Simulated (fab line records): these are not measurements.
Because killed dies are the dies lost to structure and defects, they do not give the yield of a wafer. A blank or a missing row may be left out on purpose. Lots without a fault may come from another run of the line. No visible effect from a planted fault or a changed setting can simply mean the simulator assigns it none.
fab line records	flow sfqLine
[record] lots = 5	wafers = 23
route steps=325 shown INCOMING@2 M0@29 I0@50 M1@59 I1@74
startH: start of the lot's first displayed wafer, in hours after the record's first day	waitH: hours elapsed since this lot's preceding step	" unchanged from the row above	L1.1+2: several wafers, shown together as one row	- no value present, or no start provided	* or withheld: withheld	< > ~ a bound
route shown NAME@n: names a module that has steps shown in the file, with the first one's number in the route	usual: the fault-free wafers' mean and standard deviation	same: alike in all rows	chamber/n: place in a boat	sites: per-site readings	_std_site: the standard deviation of these	_edge_site: outer sites' mean less inner sites'	radiusMm: how far each site lies from the wafer's centre	mask NAME#n: copy n	behind: the tool/chamber that last shaped the wafer	hold: what put the lot on hold/how long, in hours/how the hold closed	device: the transistor (n, p or np) that didn't switch	end of line: tests run on the same wafers once the route is complete	a step given without rows: its recipe and nothing more	killed: dies that structure and defects cost at the first sort, which is not the same as the wafer's yield	map: the dies of a wafer, with x for killed, . for not killed, _ for no die there
set.NAME: the setting that was run; set.NAME@STEP: the one run at that earlier step	model.NAME: the simulator's own value behind a step, which no gauge read
lots whose settings were changed on purpose; a table a step, a row a wafer
[[steps]]
[step SFQ_TRILAYER_INCOMING_OXIDATION_002]
[recipe] tempC = 1000	ambient = H2O	targetThkA = 5000	pH2oTorr = 720	oxTimeS = 4939
lot.wafer	tool	chamber	startH	waitH	set.oxTimeS	model.SiO2_of_TRILAYER_INCOMING_OXIDATION_002.thkNm
L074.4	furnace-01	0	10.12	0.0	4939	517.7
L074.5	"	0	"	"	4939	517.3
L074.6	"	0	"	"	4939	516.4
L077.1	-	-	-	0.1	4939	502.6
L077.3	"	-	"	"	4939	495.8
L077.4	"	-	"	"	4939	501.6
L077.5	"	-	"	"	4939	500.7
L077.6	"	-	"	"	4939	500.4
L081.1	-	-	-	0.1	4226	469.6
L081.2	"	-	"	"	4226	458.3
L081.3	"	-	"	"	4226	460.1
L081.4	"	-	"	"	4226	459.3
L081.6	"	-	"	"	4226	460.5
L084.1	-	-	-	0.1	4939	509.6
L084.2	"	-	"	"	4939	511.5
L084.3	"	-	"	"	4939	509.8
L084.5	"	-	"	"	4939	513.2
L084.6	"	-	"	"	4939	509.4
L085.1	-	-	-	0.1	4208	443.3
L085.2	"	-	"	"	4208	446.5
L085.3	"	-	"	"	4208	456
L085.5	"	-	"	"	4208	438.5
L085.6	"	-	"	"	4208	432.1
[step SFQ_TRILAYER_M0_DEP_SPUTTER_019]
[recipe] material = Nb	basePressurePa = 1.33e-06	chamberPressurePa = 0.1333	substrateTempC = 20	resputterCathodeVoltageV = 400	targetThkNm = 200	powerW = 2000	timeS = 133.3
lot.wafer	tool	chamber	startH	waitH	set.timeS	model.Nb_of_TRILAYER_M0_DEP_SPUTTER_019.thkNm
L074.4	pvdSputter-04	-	113.36	0.0	133.3	200
L074.5	"	-	"	"	133.3	200.5
L074.6	"	-	"	"	133.3	198.9
L077.1	pvdSputter-04	-	130.55	0.0	133.3	201.2
L077.3	"	-	"	"	125.2	188.4
L077.4	"	-	"	"	125.2	187.3
L077.5	"	-	"	"	133.3	199.1
L077.6	"	-	"	"	125.2	190.7
L081.1	pvdSputter-06	-	160.10	0.0	133.3	201.6
L081.2	"	-	"	"	133.3	198.8
L081.3	"	-	"	"	151.3	227.7
L081.4	"	-	"	"	151.3	229
L081.6	"	-	"	"	133.3	201.3
L084.1	pvdSputter-04	-	170.90	0.0	133.3	196.3
L084.2	"	-	"	"	142.8	213.2
L084.3	"	-	"	"	142.8	214.3
L084.5	"	-	"	"	142.8	211
L084.6	"	-	"	"	133.3	197.9
L085.1	pvdSputter-04	-	176.90	0.0	133.3	201.4
L085.2	"	-	"	"	133.3	201.2
L085.3	"	-	"	"	133.3	204
L085.5	"	-	"	"	133.3	203
L085.6	"	-	"	"	133.3	199.2
[step SFQ_M0_RS_MEAS_904]
[recipe] thkMeasGauge = four-point-probe	reads = Nb_of_TRILAYER_M0_DEP_SPUTTER_019
[usual] M0_NB_RS = 0.889/0.0076
lot.wafer	tool	chamber	startH	waitH	set.timeS@TRILAYER_M0_DEP_SPUTTER_019	M0_NB_RS[ohm/sq]
L074.4	filmMetro-02	-	113.51	0.1	133.3	0.893
L074.5	"	-	"	"	133.3	0.889
L074.6	"	-	"	"	133.3	0.897
L077.1	filmMetro-01	-	130.64	0.0	133.3	0.886
L077.3	"	-	"	"	125.2	0.948
L077.4	"	-	"	"	125.2	0.953
L077.5	"	-	"	"	133.3	0.897
L077.6	"	-	"	"	125.2	0.936
L081.1	filmMetro-01	-	160.19	0.0	133.3	0.882
L081.2	"	-	"	"	133.3	0.898
L081.3	"	-	"	"	151.3	0.781
L081.4	"	-	"	"	151.3	0.778
L081.6	"	-	"	"	133.3	0.884
L084.1	filmMetro-01	-	170.99	0.0	133.3	0.907
L084.2	"	-	"	"	142.8	0.836
L084.3	"	-	"	"	142.8	0.831
L084.5	"	-	"	"	142.8	0.843
L084.6	"	-	"	"	133.3	0.900
L085.1	filmMetro-01	-	176.99	0.0	133.3	0.883
L085.2	"	-	"	"	133.3	0.887
L085.3	"	-	"	"	133.3	0.874
L085.5	"	-	"	"	133.3	0.877
L085.6	"	-	"	"	133.3	0.895
[step SFQ_TRILAYER_M0_LITHO_COAT_026]
[recipe] resist = BARC	spinRpm = 3000	resistThkNm = 62
[step SFQ_TRILAYER_M0_BARC_OPEN_METAL_ETCH_031]
[recipe] maskMaterial = PR	chemistry = O2	targetDepthNm = 125	target = BARC	icpW = 600	biasW = 80	pressureMtorr = 10	timeS = 41.7
[step SFQ_TRILAYER_M0_ETCH_METAL_ETCH_024]
[recipe] target = Nb	stopOn = SiO2	maskMaterial = PR	chemistry = Cl2/Ar	targetDepthNm = 240	icpW = 600	biasW = 80	pressureMtorr = 10	timeS = 120
[usual] oesProductAu = 0.897/0.0061
lot.wafer	tool	chamber	startH	waitH	set.timeS@TRILAYER_M0_DEP_SPUTTER_019	oesProductAu
L074.4	rieMetal-02	0	164.77	0.1	133.3	0.891
L074.5	"	1	"	"	133.3	0.889
L074.6	"	0	"	"	133.3	0.899
L077.1	rieMetal-01	1	182.62	0.1	133.3	0.899
L077.3	"	1	"	"	125.2	0.861
L077.4	"	1	"	"	125.2	0.854
L077.5	"	1	"	"	133.3	0.886
L077.6	"	1	"	"	125.2	0.878
L081.1	rieMetal-03	1	213.76	0.0	133.3	0.895
L081.2	"	0	"	"	133.3	0.888
L081.3	"	0	"	"	151.3	0.963
L081.4	"	1	"	"	151.3	0.967
L081.6	"	1	"	"	133.3	0.897
L084.1	rieMetal-02	0	224.56	0.0	133.3	0.891
L084.2	"	1	"	"	142.8	0.928
L084.3	"	0	"	"	142.8	0.926
L084.5	"	1	"	"	142.8	0.925
L084.6	"	0	"	"	133.3	0.892
L085.1	rieMetal-01	1	228.16	0.0	133.3	0.899
L085.2	"	0	"	"	133.3	0.892
L085.3	"	0	"	"	133.3	0.898
L085.5	"	1	"	"	133.3	0.911
L085.6	"	0	"	"	133.3	0.897
[step SFQ_TRILAYER_I0_VIA_LITHO_EXPOSE_032]
[recipe] maskId = I0	na = 0.6	sourceShape = conventional	sigmaOuter = 0.65	targetCdNm = 500	doseMj = 21.3
lot.wafer	tool	chamber	startH	waitH	mask	set.doseMj
L074.4+5+6	krfScanner-02	0	231.37	-	I0#0	21.3
L077.1+5+6	krfScanner-02	0	253.57	-	I0#0	21.3
L077.3+4	"	0	"	"	I0#0	22.29
L081.1+2+3+4+6	krfScanner-02	0	290.46	-	I0#0	21.3
L084.1+2+6	krfScanner-02	0	306.81	-	I0#0	22.06
L084.3+5	"	0	"	"	I0#0	21.3
L085.1+3	krfScanner-02	0	-	-	I0#0	20.56
L085.2+5+6	"	0	"	"	I0#0	21.3
[step SFQ_TRILAYER_I0_VIA_BARC_OPEN_VIA_ETCH_046]
[recipe] maskMaterial = PR	chemistry = O2	targetDepthNm = 125	target = BARC	sourceW = 500	biasW = 80	pressureMtorr = 30	timeS = 41.7
lot.wafer	tool	chamber	startH	waitH	set.sourceW	set.doseMj@TRILAYER_I0_VIA_LITHO_EXPOSE_032	model.I0.cdNm
L074.4	rieDiel-03	1	232.31	0.0	500	21.3	480.3
L074.5	"	2	"	"	500	21.3	479.7
L074.6	"	1	"	"	500	21.3	479
L077.1	rieDiel-01	2	255.11	0.0	442.1	21.3	479
L077.3	"	1	"	"	500	22.29	488.7
L077.4	"	3	"	"	442.1	22.29	486.4
L077.5	"	3	"	"	442.1	21.3	481.4
L077.6	"	0	"	"	500	21.3	481.5
L081.1	rieDiel-03	2	292.00	0.0	481.5	21.3	479.1
L081.2	"	0	"	"	500	21.3	480.9
L081.3	"	1	"	"	481.5	21.3	481.1
L081.4	"	3	"	"	481.5	21.3	478.4
L081.6	"	0	"	"	500	21.3	480
L084.1	rieDiel-01	0	308.35	0.0	471.9	22.06	483.2
L084.2	"	2	"	"	500	22.06	482.9
L084.3	"	1	"	"	471.9	21.3	480.5
L084.5	"	2	"	"	500	21.3	478.6
L084.6	"	1	"	"	500	22.06	483.2
L085.1	rieDiel-04	2	313.30	0.0	500	20.56	475.6
L085.2	"	1	"	"	546.9	21.3	481.5
L085.3	"	3	"	"	546.9	20.56	475.6
L085.5	"	3	"	"	500	21.3	480.9
L085.6	"	2	"	"	546.9	21.3	481.8
[step SFQ_TRILAYER_M1_DEP_SPUTTER_037]
[recipe] material = Nb	basePressurePa = 1.33e-06	chamberPressurePa = 0.1333	substrateTempC = 20	resputterCathodeVoltageV = 400	targetThkNm = 200	powerW = 2000	timeS = 133.3
lot.wafer	tool	chamber	startH	waitH	set.timeS	model.Nb_of_TRILAYER_M1_DEP_SPUTTER_037.thkNm
L074.4	pvdSputter-03	-	233.26	0.0	133.3	200.1
L074.5	"	-	"	"	133.3	199.6
L074.6	"	-	"	"	133.3	201.1
L077.1	pvdSputter-04	-	256.08	0.0	115.3	174
L077.3	"	-	"	"	115.3	173.7
L077.4	"	-	"	"	115.3	173.1
L077.5	"	-	"	"	133.3	200.1
L077.6	"	-	"	"	133.3	201.4
L081.1	pvdSputter-03	-	292.96	0.0	133.3	201.5
L081.2+4	"	-	"	"	133.3	201.9
L081.3	"	-	"	"	133.3	200.1
L081.6	"	-	"	"	133.3	200.6
L084.1	pvdSputter-06	-	309.31	0.0	133.3	202.2
L084.2	"	-	"	"	133.3	201.3
L084.3	"	-	"	"	133.3	202.7
L084.5	"	-	"	"	133.3	201.2
L084.6	"	-	"	"	133.3	203.2
L085.1	pvdSputter-04	-	314.25	0.0	133.3	199.2
L085.2	"	-	"	"	149.7	221.1
L085.3	"	-	"	"	149.7	224.6
L085.5	"	-	"	"	149.7	225.9
L085.6	"	-	"	"	133.3	200.8
[step SFQ_M1_RS_MEAS_909]
[recipe] thkMeasGauge = four-point-probe	reads = Nb_of_TRILAYER_M1_DEP_SPUTTER_037
[usual] M1_NB_RS = 0.886/0.006
lot.wafer	tool	chamber	startH	waitH	set.timeS@TRILAYER_M1_DEP_SPUTTER_037	M1_NB_RS[ohm/sq]
L074.4	filmMetro-04	-	233.41	0.1	133.3	0.891
L074.5	"	-	"	"	133.3	0.894
L074.6	"	-	"	"	133.3	0.887
L077.1	filmMetro-03	-	256.17	0.0	115.3	1.023
L077.3	"	-	"	"	115.3	1.024
L077.4	"	-	"	"	115.3	1.029
L077.5	"	-	"	"	133.3	0.887
L077.6	"	-	"	"	133.3	0.882
L081.1	filmMetro-04	-	293.05	0.0	133.3	0.885
L081.2	"	-	"	"	133.3	0.884
L081.3	"	-	"	"	133.3	0.891
L081.4	"	-	"	"	133.3	0.883
L081.6	"	-	"	"	133.3	0.890
L084.1	filmMetro-01	-	309.40	0.0	133.3	0.882
L084.2	"	-	"	"	133.3	0.883
L084.3	"	-	"	"	133.3	0.880
L084.5	"	-	"	"	133.3	0.886
L084.6	"	-	"	"	133.3	0.876
L085.1	filmMetro-03	-	314.34	0.0	133.3	0.892
L085.2	"	-	"	"	149.7	0.802
L085.3	"	-	"	"	149.7	0.790
L085.5	"	-	"	"	149.7	0.786
L085.6	"	-	"	"	133.3	0.884
[step SFQ_TRILAYER_M1_LITHO_EXPOSE_040]
[recipe] maskId = M1	na = 0.6	sourceShape = conventional	sigmaOuter = 0.65	targetCdNm = 500	doseMj = 14.4
lot.wafer	tool	chamber	startH	waitH	mask	set.doseMj
L074.4+5+6	krfScanner-02	0	309.81	-	M1#0	14.4
L077.1+4	krfScanner-02	0	330.81	-	M1#0	13.45
L077.3+5+6	"	0	"	"	M1#0	14.4
L081.1+2+3+4+6	krfScanner-02	0	374.84	-	M1#0	14.4
L084.1+2+3+5+6	krfScanner-02	0	392.64	-	M1#0	14.4
L085.1+3+6	krfScanner-02	0	399.84	-	M1#0	13.82
L085.2+5	"	0	"	"	M1#0	14.4
[step SFQ_TRILAYER_M1_LITHO_PEB_042]
[recipe] pebTempC = 115	pebTimeS = 60	resist = KrF
[step SFQ_TRILAYER_M1_LITHO_DEVELOP_041]
[recipe] timeS = 60	resist = KrF
[step SFQ_TRILAYER_M1_BARC_OPEN_METAL_ETCH_054]
[recipe] maskMaterial = PR	chemistry = O2	targetDepthNm = 125	target = BARC	icpW = 600	biasW = 80	pressureMtorr = 10	timeS = 41.7
lot.wafer	tool	chamber	startH	waitH	set.doseMj@TRILAYER_M1_LITHO_EXPOSE_040	model.M1.cdNm
L074.4	rieMetal-04	0	310.77	0.0	14.4	499.9
L074.5	"	0	"	"	14.4	501.1
L074.6	"	1	"	"	14.4	501.7
L077.1	rieMetal-01	0	332.35	0.0	13.45	511.6
L077.3	"	1	"	"	14.4	500
L077.4	"	0	"	"	13.45	512.8
L077.5	"	1	"	"	14.4	500.2
L077.6	"	0	"	"	14.4	499.3
L081.1	rieMetal-02	1	376.38	0.0	14.4	497.5
L081.2	"	0	"	"	14.4	497.4
L081.3	"	1	"	"	14.4	499
L081.4	"	0	"	"	14.4	498.6
L081.6	"	1	"	"	14.4	498.1
L084.1	rieMetal-01	1	394.18	0.0	14.4	499
L084.2	"	0	"	"	14.4	498.7
L084.3+6	"	0	"	"	14.4	499.6
L084.5	"	1	"	"	14.4	498.4
L085.1	rieMetal-04	0	401.38	0.0	13.82	506.4
L085.2	"	1	"	"	14.4	501.2
L085.3	"	0	"	"	13.82	507.8
L085.5	"	1	"	"	14.4	500
L085.6	"	0	"	"	13.82	507.6
[step SFQ_TRILAYER_M1_ETCH_METAL_ETCH_042]
[recipe] target = Nb	stopOn = SiO2	maskMaterial = PR	chemistry = Cl2/Ar	targetDepthNm = 240	icpW = 600	biasW = 80	pressureMtorr = 10	timeS = 125.7
[usual] oesProductAu = 0.890/0.0058
lot.wafer	tool	chamber	startH	waitH	set.timeS@TRILAYER_M1_DEP_SPUTTER_037	set.doseMj@TRILAYER_M1_LITHO_EXPOSE_040	oesProductAu	model.M1.cdNm
L074.4	rieMetal-04	0	310.85	0.1	133.3	14.4	0.885	501.3
L074.5	"	0	"	"	133.3	14.4	0.893	502
L074.6	"	1	"	"	133.3	14.4	0.886	501.8
L077.1	rieMetal-01	0	332.41	0.0	115.3	13.45	0.818	508.9
L077.3	"	1	"	"	115.3	14.4	0.816	500
L077.4	"	0	"	"	115.3	13.45	0.809	509.9
L077.5	"	1	"	"	133.3	14.4	0.888	500.2
L077.6	"	0	"	"	133.3	14.4	0.887	496.5
L081.1	rieMetal-02	1	376.44	0.0	133.3	14.4	0.898	498.5
L081.2	"	0	"	"	133.3	14.4	0.897	496.1
L081.3	"	1	"	"	133.3	14.4	0.890	500.5
L081.4	"	0	"	"	133.3	14.4	0.895	498.5
L081.6	"	1	"	"	133.3	14.4	0.884	500
L084.1	rieMetal-01	1	394.24	0.0	133.3	14.4	0.892	499.6
L084.2	"	0	"	"	133.3	14.4	0.898	496.1
L084.3	"	0	"	"	133.3	14.4	0.895	498
L084.5	"	1	"	"	133.3	14.4	0.888	498.3
L084.6	"	0	"	"	133.3	14.4	0.897	498.1
L085.1	rieMetal-04	0	401.44	0.0	133.3	13.82	0.886	506.5
L085.2	"	1	"	"	149.7	14.4	0.943	500.1
L085.3	"	0	"	"	149.7	13.82	0.945	509.7
L085.5	"	1	"	"	149.7	14.4	0.952	500.3
L085.6	"	0	"	"	133.3	13.82	0.896	508.4
[step SFQ_TRILAYER_I1_CMP_CMP_046]
[recipe] material = SiO2	downForcePsi = 3	platenRpm = 60	padVelocityMS = 0.94248
lot.wafer	tool	chamber	startH	waitH	set.leaveAboveRefNm	model.SiO2_of_TRILAYER_I1_DEP_PECVD_045.thkNm
L074.4	cmp-01	0	312.29	0.5	200	201.7
L074.5	"	3	313.79	2.0	200	201.3
L074.6	"	0	"	"	200	200.4
L077.1	cmp-01	1	336.29	2.9	205.8	206.5
L077.3	"	2	"	"	200	201
L077.4	"	3	"	"	205.8	207.8
L077.6	"	0	"	"	200	201.9
L077.5	"	1	"	"	205.8	206.3
L081.1	cmp-02	1	378.59	1.2	206.6	207
L081.4	"	2	"	"	200	201.6
L081.2	"	3	"	"	200	199.6
L081.3	"	0	"	"	206.6	206.8
L081.6	"	1	"	"	206.6	207.4
L084.1	cmp-02	1	396.32	1.1	207.6	207.9
L084.3	"	2	"	"	200	201.9
L084.2	"	3	"	"	200	201
L084.5	"	0	"	"	207.6	208.2
L084.6	"	1	"	"	207.6	207.7
L085.1+6	cmp-02	1	404.90	2.5	200	199.7
L085.2	"	2	"	"	200	201
L085.3	"	3	"	"	200	200.1
L085.5	"	2	407.40	5.0	200	201.3
[step SFQ_TRILAYER_I1_METRO_MEASURE_047]
[usual] thkNm = 201.0/1
lot.wafer	tool	chamber	startH	waitH	set.leaveAboveRefNm@TRILAYER_I1_CMP_CMP_046	thkNm
L074.4	filmMetro-02	-	315.51	0.6	200	201.5
L074.5	"	-	"	"	200	201.4
L074.6	"	-	"	"	200	200.5
L077.1	filmMetro-04	-	338.91	0.1	205.8	206.5
L077.3	"	-	"	"	200	201.1
L077.4	"	-	"	"	205.8	207.8
L077.5	"	-	"	"	205.8	206.1
L077.6	"	-	"	"	200	201.8
L081.1	filmMetro-03	-	381.71	0.1	206.6	207.0
L081.2	"	-	"	"	200	199.5
L081.3	"	-	"	"	206.6	206.9
L081.4	"	-	"	"	200	201.7
L081.6	"	-	"	"	206.6	207.4
L084.1	filmMetro-02	-	398.94	0.1	207.6	207.9
L084.2	"	-	"	"	200	200.8
L084.3	"	-	"	"	200	202.0
L084.5	"	-	"	"	207.6	208.2
L084.6	"	-	"	"	207.6	207.7
L085.1	filmMetro-04	-	408.02	0.1	200	199.6
L085.2	"	-	"	"	200	201.1
L085.3	"	-	"	"	200	200.2
L085.5	"	-	"	"	200	201.4
L085.6	"	-	"	"	200	199.6
[step SFQ_TRILAYER_I1_VIA_LITHO_COAT_049]
[recipe] resist = KrF	spinRpm = 3000	resistThkNm = 650
lot.wafer	tool	chamber	startH	waitH	set.spinRpm	model.KrF_of_TRILAYER_I1_VIA_LITHO_COAT_049.thkNm
L074.4	lithoTrack-01	0	316.56	0.2	3000	647.5
L074.5	"	0	"	"	3000	648.9
L074.6	"	0	"	"	3000	648.7
L077.1	lithoTrack-02	0	340.42	0.2	3094	640.4
L077.3	"	0	"	"	3094	639.1
L077.4	"	0	"	"	3000	650.3
L077.5	"	0	"	"	3000	651.5
L077.6	"	0	"	"	3000	650.2
L081.1	lithoTrack-02	0	383.21	0.2	3000	649.1
L081.2	"	0	"	"	3000	648.6
L081.3	"	0	"	"	3000	646.8
L081.4	"	0	"	"	3000	649.4
L081.6	"	0	"	"	3000	646.7
L084.1	lithoTrack-02	0	400.44	0.2	3098	638.7
L084.2	"	0	"	"	3000	649.2
L084.3	"	0	"	"	3000	649.9
L084.5	"	0	"	"	3098	638.8
L084.6	"	0	"	"	3000	649.6
L085.1	lithoTrack-03	0	409.52	0.2	3000	652.3
L085.2+5	"	0	"	"	3000	651.2
L085.3	"	0	"	"	3000	648.2
L085.6	"	0	"	"	3000	651
[step SFQ_TRILAYER_I1_VIA_LITHO_SOFTBAKE_053]
[recipe] tempC = withheld	timeS = withheld	resist = KrF
[step SFQ_TRILAYER_I1_VIA_LITHO_EXPOSE_050]
[recipe] maskId = I1	na = 0.6	sourceShape = conventional	sigmaOuter = 0.65	targetCdNm = 500	doseMj = 21.3
[step SFQ_TRILAYER_I1_VIA_LITHO_DEVELOP_051]
[recipe] timeS = 60	resist = KrF
[step SFQ_TRILAYER_I1_VIA_BARC_OPEN_VIA_ETCH_071]
[recipe] maskMaterial = PR	chemistry = O2	targetDepthNm = 125	target = BARC	sourceW = 500	biasW = 80	pressureMtorr = 30	timeS = 41.7
lot.wafer	tool	chamber	startH	waitH	set.spinRpm@TRILAYER_I1_VIA_LITHO_COAT_049	model.KrF_of_TRILAYER_I1_VIA_LITHO_COAT_049.thkNm
L074.4	rieDiel-01	2	402.58	0.0	3000	569.4
L074.5	"	0	"	"	3000	570.4
L074.6	"	1	"	"	3000	571.6
L077.1	rieDiel-01	3	426.58	0.0	3094	563.1
L077.3	"	1	"	"	3094	562.3
L077.4	"	0	"	"	3000	572
L077.5	"	0	"	"	3000	573
L077.6	"	1	"	"	3000	572.8
L081.1	rieDiel-02	2	475.39	0.0	3000	569.9
L081.2	"	3	"	"	3000	571.3
L081.3	"	0	"	"	3000	570.5
L081.4	"	1	"	"	3000	571.8
L081.6	"	0	"	"	3000	570.6
L084.1	rieDiel-04	3	498.26	0.0	3098	561.2
L084.2	"	1	"	"	3000	573.4
L084.3+6	"	0	"	"	3000	573.7
L084.5	"	1	"	"	3098	563.2
L085.1	rieDiel-02	0	510.26	0.0	3000	576.7
L085.2	"	1	"	"	3000	573.4
L085.3	"	3	"	"	3000	570.7
L085.5	"	1	"	"	3000	573.9
L085.6	"	2	"	"	3000	571.9
[step SFQ_TRILAYER_I1_VIA_ETCH_VIA_ETCH_052]
[recipe] target = SiO2	stopOn = Nb	maskMaterial = PR	taperDeg = 20	chemistry = CHF3	targetDepthNm = 260	sourceW = 500	biasW = 80	pressureMtorr = 30	timeS = withheld
lot.wafer	tool	chamber	startH	waitH	set.leaveAboveRefNm@TRILAYER_I1_CMP_CMP_046	model.I1.featureDepthNm
L074.4	rieDiel-01	2	402.62	0.0	200	201.7
L074.5	"	0	"	"	200	201.3
L074.6	"	1	"	"	200	200.4
L077.1	rieDiel-01	3	426.62	0.0	205.8	206.5
L077.3	"	1	"	"	200	201
L077.4	"	0	"	"	205.8	207.8
L077.5	"	0	"	"	205.8	206.3
L077.6	"	1	"	"	200	201.9
L081.1	rieDiel-02	2	475.43	0.0	206.6	207
L081.2	"	3	"	"	200	199.6
L081.3	"	0	"	"	206.6	206.8
L081.4	"	1	"	"	200	201.6
L081.6	"	0	"	"	206.6	207.4
L084.1	rieDiel-04	3	498.30	0.0	207.6	207.9
L084.2	"	1	"	"	200	201
L084.3	"	0	"	"	200	201.9
L084.5	"	1	"	"	207.6	208.2
L084.6	"	0	"	"	207.6	207.7
L085.1+6	rieDiel-02	0,2	510.30	0.0	200	199.7
L085.2	"	1	"	"	200	201
L085.3	"	3	"	"	200	200.1
L085.5	"	1	"	"	200	201.3
[[key]]
[split] step = SFQ_TRILAYER_INCOMING_OXIDATION_002	setting = oxTimeS	stated = 4939	by = lot
[response] step = SFQ_TRILAYER_INCOMING_OXIDATION_002	reading = model.SiO2_of_TRILAYER_INCOMING_OXIDATION_002.thkNm	change = +3.82	per = 1%	r = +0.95
[split] step = SFQ_TRILAYER_M0_DEP_SPUTTER_019	setting = timeS	stated = 133.3	by = wafer
[response] step = SFQ_TRILAYER_M0_DEP_SPUTTER_019	reading = model.Nb_of_TRILAYER_M0_DEP_SPUTTER_019.thkNm	change = +2.06	per = 1%	r = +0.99
[response] step = SFQ_M0_RS_MEAS_904	reading = M0_NB_RS	change = -0.00842	per = 1%	r = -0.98
[response] step = SFQ_TRILAYER_M0_ETCH_METAL_ETCH_024	reading = oesProductAu	change = +0.00515	per = 1%	r = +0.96
[split] step = SFQ_TRILAYER_I0_VIA_LITHO_EXPOSE_032	setting = doseMj	stated = 21.3	by = wafer
[response] step = SFQ_TRILAYER_I0_VIA_BARC_OPEN_VIA_ETCH_046	reading = model.I0.cdNm	change = +1.4	per = 1%	r = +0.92
[split] step = SFQ_TRILAYER_I0_VIA_BARC_OPEN_VIA_ETCH_046	setting = sourceW	stated = 500	by = wafer
response none clear
[split] step = SFQ_TRILAYER_M1_DEP_SPUTTER_037	setting = timeS	stated = 133.3	by = wafer
[response] step = SFQ_TRILAYER_M1_DEP_SPUTTER_037	reading = model.Nb_of_TRILAYER_M1_DEP_SPUTTER_037.thkNm	change = +1.98	per = 1%	r = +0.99
[response] step = SFQ_M1_RS_MEAS_909	reading = M1_NB_RS	change = -0.00921	per = 1%	r = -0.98
[response] step = SFQ_TRILAYER_M1_ETCH_METAL_ETCH_042	reading = oesProductAu	change = +0.00503	per = 1%	r = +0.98
[split] step = SFQ_TRILAYER_M1_LITHO_EXPOSE_040	setting = doseMj	stated = 14.4	by = wafer
[response] step = SFQ_TRILAYER_M1_BARC_OPEN_METAL_ETCH_054	reading = model.M1.cdNm	change = -1.82	per = 1%	r = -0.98
[response] step = SFQ_TRILAYER_M1_ETCH_METAL_ETCH_042	reading = model.M1.cdNm	change = -1.7	per = 1%	r = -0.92
[split] step = SFQ_TRILAYER_I1_CMP_CMP_046	setting = leaveAboveRefNm	stated = 200	by = wafer
[response] step = SFQ_TRILAYER_I1_CMP_CMP_046	reading = model.SiO2_of_TRILAYER_I1_DEP_PECVD_045.thkNm	change = +1.84	per = 1%	r = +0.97
[response] step = SFQ_TRILAYER_I1_METRO_MEASURE_047	reading = thkNm	change = +1.83	per = 1%	r = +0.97
[response] step = SFQ_TRILAYER_I1_VIA_ETCH_VIA_ETCH_052	reading = model.I1.featureDepthNm	change = +1.84	per = 1%	r = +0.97
[split] step = SFQ_TRILAYER_I1_VIA_LITHO_COAT_049	setting = spinRpm	stated = 3000	by = wafer
[response] step = SFQ_TRILAYER_I1_VIA_LITHO_COAT_049	reading = model.KrF_of_TRILAYER_I1_VIA_LITHO_COAT_049.thkNm	change = -3.39	per = 1%	r = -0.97
[response] step = SFQ_TRILAYER_I1_VIA_BARC_OPEN_VIA_ETCH_071	reading = model.KrF_of_TRILAYER_I1_VIA_LITHO_COAT_049.thkNm	change = -3.33	per = 1%	r = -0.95
